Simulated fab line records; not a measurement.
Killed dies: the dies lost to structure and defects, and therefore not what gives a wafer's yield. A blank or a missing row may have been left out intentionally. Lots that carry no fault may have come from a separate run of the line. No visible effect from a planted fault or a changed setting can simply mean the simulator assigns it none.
One fault through the eyes of 2 desks    flow sky130    numbers are kept per desk, each desk with only its own; the story behind them comes last

== AT THE METROLOGY DESK ==
Means of the sampled wafers that have a number, per lot and without regard to the tool the lot ran on: this is what the gauges read. Marked OUT: a lot whose mean sits more than 4 standard deviations from the usual mean, which makes it out of limits; the brackets give that distance.
Columns: A = DNWELL_TW at SKY_DNWELL_TW_MEAS_09, usual 1112; B = VT_ADJUST_LVTN_01_OVL at SKY_VT_ADJUST_LVTN_OVL_MEAS_18, usual 0.0 nm; C = VT_ADJUST_LVTN_2_TW at SKY_VT_ADJUST_LVTN_TW_MEAS_21, usual 186.2; D = VT_ADJUST_HVTR_TW at SKY_VT_ADJUST_HVTR_TW_MEAS_11, usual 210.6
lot   first seen here  A     B     C                D
L321  day 3 15:31      1108  -0.4  189.0            208.8
L322  day 4 00:46      1118  0.0   188.7            210.6
L323  day 4 07:10      1114  -0.1  186.4            214.0
L325  day 4 14:19      1116  -0.4  186.2            210.9
L327  day 5 01:49      1134  -2.1  188.2            208.0
L328  day 5 06:25      1107  0.7   185.2            211.6
L330  day 5 16:25      1096  1.7   185.4            212.8
L337  day 7 03:58      1116  2.6   155.1 (-21) OUT  210.3
L338  day 7 14:13      1099  -0.7  156.0 (-20) OUT  210.3
L340  day 8 07:16      1093  1.0   184.1            208.3
L339  day 8 07:36      1097  -1.4  183.7            208.0
L341  day 8 07:40      1113  -0.2  186.1            208.4
L342  day 8 12:58      1118  -1.5  184.3            209.9
This desk's result: L337, L338 out of limits, first on L337 (VT_ADJUST_LVTN_2_TW at SKY_VT_ADJUST_LVTN_TW_MEAS_21), day 12 14:40. In limits: L321, L322, L323, L325, L327, L328, L330, L340, L339, L341, L342.

== TOOL OWNER'S DESK, implanter-01 ==
The tool's own readings at SKY_VT_ADJUST_LVTN_IMPLANT_19: means of the sampled wafers that have a number, for each lot that ran on this tool. Marked OUT: a lot whose mean sits more than 4 standard deviations from the usual mean, which makes it out of limits; the brackets give that distance.
Columns: A = beam on s at SKY_VT_ADJUST_LVTN_IMPLANT_19, usual 10.03 s; B = dose ions cm2 at SKY_VT_ADJUST_LVTN_IMPLANT_19, usual 6.499e+11; C = faraday current uA at SKY_VT_ADJUST_LVTN_IMPLANT_19, usual 3.65
lot   first seen here  A      B                            C
L325  day 9 11:10      10.01  6.499e+11                    3.65
L327  day 10 01:39     10.05  6.507e+11                    3.65
L337  day 12 14:25     10.00  3.373e+11 (-99 or more) OUT  1.90 (-24) OUT
L338  day 13 06:06     9.99   3.357e+11 (-99 or more) OUT  1.90 (-24) OUT
This desk finds L337, L338 out of limits, L337 being first, at day 12 14:25 (dose ions cm2 at SKY_VT_ADJUST_LVTN_IMPLANT_19). In limits: L325, L327.

== PUT TOGETHER ==
The tool owner's desk could have raised an alarm at day 12 14:25, on L337, L338.
At day 12 14:40 the metrology desk could have sounded an alarm, on L337, L338.
Of the lots named, all ran SKY_VT_ADJUST_LVTN_IMPLANT_19 on implanter-01.

== WHAT WAS PUT IN BY THE SIMULATOR ==
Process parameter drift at SKY_VT_ADJUST_LVTN_IMPLANT_19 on implanter-01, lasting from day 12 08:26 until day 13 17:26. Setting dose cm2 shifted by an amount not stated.
Shown lots that were struck: L337, L338.
Fault start to first reading out of limits, in hours, per desk: tool owner, 6; metrology, 6.
